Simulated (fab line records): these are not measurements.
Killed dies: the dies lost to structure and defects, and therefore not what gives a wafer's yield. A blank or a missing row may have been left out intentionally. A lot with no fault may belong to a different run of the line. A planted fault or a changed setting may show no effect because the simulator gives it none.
Which tool did it? || flow gf180mcu || 13 lots with 39 wafers sampled at 3 steps, on a route of 602 steps

## WHAT THE GAUGES SHOWED, per wafer
GF_HV_LDD_THK_MEAS_57. Usual: for HV_LDD_CVD_56_THK the level is 90.2 nm and the standard deviation is 0.87.
{"lot": "L417", "measured": "day 13 04:49", "on": "filmMetro-04", "HV_LDD_CVD_56_THK (nm)": "89.0 89.2 89.2", "flag": ""}
{"lot": "L421", "measured": "day 14 18:22", "on": "filmMetro-01", "HV_LDD_CVD_56_THK (nm)": "89.3 89.2 89.6", "flag": ""}
{"lot": "L422", "measured": "day 15 00:19", "on": "filmMetro-04", "HV_LDD_CVD_56_THK (nm)": "90.9 90.9 90.0", "flag": ""}
{"lot": "L423", "measured": "day 15 16:13", "on": "filmMetro-04", "HV_LDD_CVD_56_THK (nm)": "90.7 90.6 90.9", "flag": ""}
{"lot": "L424", "measured": "day 15 20:31", "on": "filmMetro-01", "HV_LDD_CVD_56_THK (nm)": "90.8 90.2 90.3", "flag": ""}
{"lot": "L425", "measured": "day 16 00:17", "on": "filmMetro-01", "HV_LDD_CVD_56_THK (nm)": "90.7 90.6 90.6", "flag": ""}
{"lot": "L426", "measured": "day 16 07:25", "on": "filmMetro-02", "HV_LDD_CVD_56_THK (nm)": "90.5 90.5 90.2", "flag": ""}
{"lot": "L427", "measured": "day 16 14:28", "on": "filmMetro-02", "HV_LDD_CVD_56_THK (nm)": "90.1 91.3 90.2", "flag": ""}
{"lot": "L428", "measured": "day 17 02:50", "on": "filmMetro-04", "HV_LDD_CVD_56_THK (nm)": "91.1 90.7 90.8", "flag": ""}
{"lot": "L429", "measured": "day 17 07:39", "on": "filmMetro-04", "HV_LDD_CVD_56_THK (nm)": "91.0 91.3 91.5", "flag": ""}
{"lot": "L436", "measured": "day 19 13:29", "on": "filmMetro-01", "HV_LDD_CVD_56_THK (nm)": "89.2 88.9 90.0", "flag": ""}
{"lot": "L437", "measured": "day 19 21:54", "on": "filmMetro-04", "HV_LDD_CVD_56_THK (nm)": "88.2 87.8 88.0", "flag": ""}
{"lot": "L438", "measured": "day 20 18:10", "on": "filmMetro-01", "HV_LDD_CVD_56_THK (nm)": "90.3 90.2 90.3", "flag": ""}

GF_V2_RS_MEAS_24: the measuring method here is four-point-probe. Usual: for V2_W_RS the level is 0.329 ohm/sq and the standard deviation is 0.0039.
{"lot": "L417", "measured": "day 21 02:39", "on": "filmMetro-01", "V2_W_RS (ohm/sq)": "0.331 0.329 0.332", "flag": ""}
{"lot": "L421", "measured": "day 22 22:52", "on": "filmMetro-04", "V2_W_RS (ohm/sq)": "0.332 0.335 0.328", "flag": ""}
{"lot": "L422", "measured": "day 23 03:13", "on": "filmMetro-04", "V2_W_RS (ohm/sq)": "0.330 0.336 0.329", "flag": ""}
{"lot": "L423", "measured": "day 23 19:38", "on": "filmMetro-01", "V2_W_RS (ohm/sq)": "0.337 0.328 0.334", "flag": ""}
{"lot": "L424", "measured": "day 24 01:32", "on": "filmMetro-02", "V2_W_RS (ohm/sq)": "0.331 0.325 0.328", "flag": ""}
{"lot": "L425", "measured": "day 24 06:04", "on": "filmMetro-01", "V2_W_RS (ohm/sq)": "0.336 0.327 0.332", "flag": ""}
{"lot": "L426", "measured": "day 24 13:17", "on": "filmMetro-02", "V2_W_RS (ohm/sq)": "0.326 0.324 0.329", "flag": ""}
{"lot": "L427", "measured": "day 24 18:30", "on": "filmMetro-02", "V2_W_RS (ohm/sq)": "0.333 0.324 0.333", "flag": ""}
{"lot": "L428", "measured": "day 25 07:11", "on": "filmMetro-02", "V2_W_RS (ohm/sq)": "0.334 0.325 0.333", "flag": ""}
{"lot": "L429", "measured": "day 25 09:56", "on": "filmMetro-02", "V2_W_RS (ohm/sq)": "0.331 0.326 0.334", "flag": ""}
{"lot": "L436", "measured": "day 27 11:13", "on": "filmMetro-02", "V2_W_RS (ohm/sq)": "0.330 0.330 0.333", "flag": ""}
{"lot": "L437", "measured": "day 27 17:37", "on": "filmMetro-04", "V2_W_RS (ohm/sq)": "0.328 0.323 0.323", "flag": ""}
{"lot": "L438", "measured": "day 28 10:39", "on": "filmMetro-01", "V2_W_RS (ohm/sq)": "0.331 0.332 0.328", "flag": ""}

## WHAT TOOL EACH LOT RAN ON (gives the tool, then ch and the chambers of the sampled wafers, and finally the start)
{"lot": "L417", "GF_M1_SOFTBAKE_10": "lithoTrack-02 ch 0, day 17 09:43"}
{"lot": "L421", "GF_M1_SOFTBAKE_10": "lithoTrack-02 ch 0, day 19 05:14"}
{"lot": "L422", "GF_M1_SOFTBAKE_10": "lithoTrack-02 ch 0, day 19 11:13"}
{"lot": "L423", "GF_M1_SOFTBAKE_10": "lithoTrack-01 ch 0, day 20 03:56"}
{"lot": "L424", "GF_M1_SOFTBAKE_10": "lithoTrack-02 ch 0, day 20 09:59"}
{"lot": "L425", "GF_M1_SOFTBAKE_10": "lithoTrack-02 ch 0, day 20 14:04"}
{"lot": "L426", "GF_M1_SOFTBAKE_10": "lithoTrack-01 ch 0, day 20 21:56"}
{"lot": "L427", "GF_M1_SOFTBAKE_10": "lithoTrack-01 ch 0, day 21 04:11"}
{"lot": "L428", "GF_M1_SOFTBAKE_10": "lithoTrack-02 ch 0, day 21 17:59"}
{"lot": "L429", "GF_M1_SOFTBAKE_10": "lithoTrack-02 ch 0, day 21 22:26"}
{"lot": "L436", "GF_M1_SOFTBAKE_10": "lithoTrack-01 ch 0, day 24 02:53"}
{"lot": "L437", "GF_M1_SOFTBAKE_10": "lithoTrack-01 ch 0, day 24 10:16"}
{"lot": "L438", "GF_M1_SOFTBAKE_10": "lithoTrack-03 ch 0, day 25 04:28"}
- GF_M1_SOFTBAKE_10: time 60 s.

## AS READ BY THE TOOLS THEMSELVES (means over the sampled wafers that have a number; for cases with no such wafer, the mark the record gives instead)
GF_M1_SOFTBAKE_10. Usual: 89.17 s for runLengthS, sd 0.26.
{"lot": "L417", "tool": "lithoTrack-02", "runLengthS (s)": 89.04, "flag": ""}
{"lot": "L421", "tool": "lithoTrack-02", "runLengthS (s)": 89.01, "flag": ""}
{"lot": "L422", "tool": "lithoTrack-02", "runLengthS (s)": 89.04, "flag": ""}
{"lot": "L423", "tool": "lithoTrack-01", "runLengthS (s)": 89.52, "flag": ""}
{"lot": "L424", "tool": "lithoTrack-02", "runLengthS (s)": 89.09, "flag": ""}
{"lot": "L425", "tool": "lithoTrack-02", "runLengthS (s)": 88.87, "flag": ""}
{"lot": "L426", "tool": "lithoTrack-01", "runLengthS (s)": 89.45, "flag": ""}
{"lot": "L427", "tool": "lithoTrack-01", "runLengthS (s)": 89.49, "flag": ""}
{"lot": "L428", "tool": "lithoTrack-02", "runLengthS (s)": 88.90, "flag": ""}
{"lot": "L429", "tool": "lithoTrack-02", "runLengthS (s)": 89.00, "flag": ""}
{"lot": "L436", "tool": "lithoTrack-01", "runLengthS (s)": 99.96, "flag": "OFF"}
{"lot": "L437", "tool": "lithoTrack-01", "runLengthS (s)": 99.95, "flag": "OFF"}
{"lot": "L438", "tool": "lithoTrack-03", "runLengthS (s)": 89.12, "flag": ""}

## THE ANSWER, worked out from the rows above alone
Rule: a lot counts as off when the mean over its wafers that have a number is more than 3 standard deviations away from the usual mean. A lot without any number at a reading at which 4 lots or more have one is off too. The other lots that the step has rows for count as sound. Order of review: gauges by route order, followed by the tools' own readings, for which a lot's mean as printed above is used. At the first step where some lot is off, the reading lying furthest off is the one used; lots without a number count as furthest.
Off: L436, L437 (GF_M1_SOFTBAKE_10, runLengthS).
A tool fits if, at that step or a process step before it, it ran every lot that is off, and no sound lot after the first of them. One fits: lithoTrack-01 at GF_M1_SOFTBAKE_10. A fault onset in the window from L427 (day 21 04:11, its last sound lot) to L436 (day 24 02:53, its first lot off) fits.
The tool's own readings at GF_M1_SOFTBAKE_10 bear it out: on the lots that are off they differ by more than 5 times the standard deviation of the sound lots' means. runLengthS reads 99.95 s there against 89.14 s on the sound lots.

## WHAT WAS PUT IN BY THE SIMULATOR
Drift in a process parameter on lithoTrack-01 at GF_M1_SOFTBAKE_10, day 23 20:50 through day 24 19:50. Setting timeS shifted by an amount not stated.
Shown lots that were struck: L436, L437. The rule above reached the same finding.
